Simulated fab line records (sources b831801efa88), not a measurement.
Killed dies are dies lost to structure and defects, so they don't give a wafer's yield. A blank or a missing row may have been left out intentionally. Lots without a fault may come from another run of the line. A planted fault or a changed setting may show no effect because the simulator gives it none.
2 desks looking at one fault -- flow sfq-line -- each desk holds nothing but its own numbers, with what lay behind them at the end

THE METROLOGY DESK
Means of the sampled wafers that have a number, per lot and without regard to the tool the lot ran on: this is what the gauges read. Marked OUT: a lot whose mean sits more than 4 standard deviations from the usual mean, which makes it out of limits; the brackets give that distance.
Columns: A = M2_NB_RS at SFQ_M2_RS_MEAS_914, usual 0.894 ohm/sq; B = M3_OVL at SFQ_M3_OVL_MEAS_921, usual -1 nm
lot,first seen here,A,B
L157,day 22 12:51,0.885,-4
L158,day 22 16:27,0.895,-10
L159,day 23 06:16,0.892,-2
L166,day 25 19:31,0.892,-0
L168,day 27 18:26,0.892,4
L169,day 28 10:11,0.888,4
L170,day 28 21:28,0.888,-6
L171,day 29 04:39,0.900,8
L172,day 29 10:10,0.886,7
L173,day 29 16:08,0.877,-2
L174,day 31 10:44,0.900,-6
L176,day 32 06:05,0.891,6
L179,day 32 18:05,0.900,-5
L180,day 32 21:31,0.893,-13
This desk found nothing out of limits on any of the 14 lots.

TOOL OWNER'S DESK, rie-diel-03
The tool's own readings at SFQ_TRILAYER_I3_VIA_ETCH_VIA_ETCH_088 (etches SiO2 in CHF3, stops on Nb, target depth 260 nm): means of the sampled wafers that have a number, for each lot that ran on this tool. Marked OUT: a lot whose mean sits more than 4 standard deviations from the usual mean, which makes it out of limits; the brackets give that distance.
Columns: A = chamber-pressure-mTorr at SFQ_TRILAYER_I3_VIA_ETCH_VIA_ETCH_088, usual 30.000 mTorr; B = drypump-motor-current-A at SFQ_TRILAYER_I3_VIA_ETCH_VIA_ETCH_088, usual 5.8 A; C = oes-product-au at SFQ_TRILAYER_I3_VIA_ETCH_VIA_ETCH_088, usual 0.855 a.u.; D = rf-fwd-power-W at SFQ_TRILAYER_I3_VIA_ETCH_VIA_ETCH_088, usual 497.8 W
lot,first seen here,A,B,C,D
L157,day 36 01:26,29.992,6.0,0.852,498.6
L166,day 42 15:30,30.014,6.5,0.849,418.0 (-47) OUT
L168,day 42 17:54,30.023,5.1,0.858,418.2 (-47) OUT
L169,day 50 23:58,29.976,6.1,0.857,498.1
L170,day 51 09:41,29.992,6.0,0.853,497.9
L171,day 51 14:29,30.018,6.0,0.857,499.0
L173,day 52 03:41,29.999,6.1,0.851,497.2
L176,day 55 15:27,29.987,5.2,0.859,496.1
L180,day 56 07:03,30.004,5.6,0.855,497.7
This desk's finding: out of limits on L166, L168; first on L166, day 42 15:30 (rf-fwd-power-W at SFQ_TRILAYER_I3_VIA_ETCH_VIA_ETCH_088). L157, L169, L170, L171, L173, L176, L180: within limits.

TAKEN TOGETHER
The tool owner's desk could have raised an alarm at day 42 15:30, on L166, L168.
At the metrology desk, nothing out of limits was observed.
The metrology desk has L166, L168 on record, within its limits.
Every lot named ran SFQ_TRILAYER_I3_VIA_ETCH_VIA_ETCH_088 on rie-diel-03.

WHAT HAD BEEN PUT IN BY THE SIMULATOR
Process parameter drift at SFQ_TRILAYER_I3_VIA_ETCH_VIA_ETCH_088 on rie-diel-03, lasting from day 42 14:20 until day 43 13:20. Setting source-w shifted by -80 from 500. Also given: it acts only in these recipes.
Lots struck among those shown: L166, L168.
Each desk's first reading out of limits, in hours after the fault started: the tool owner's desk, 1.
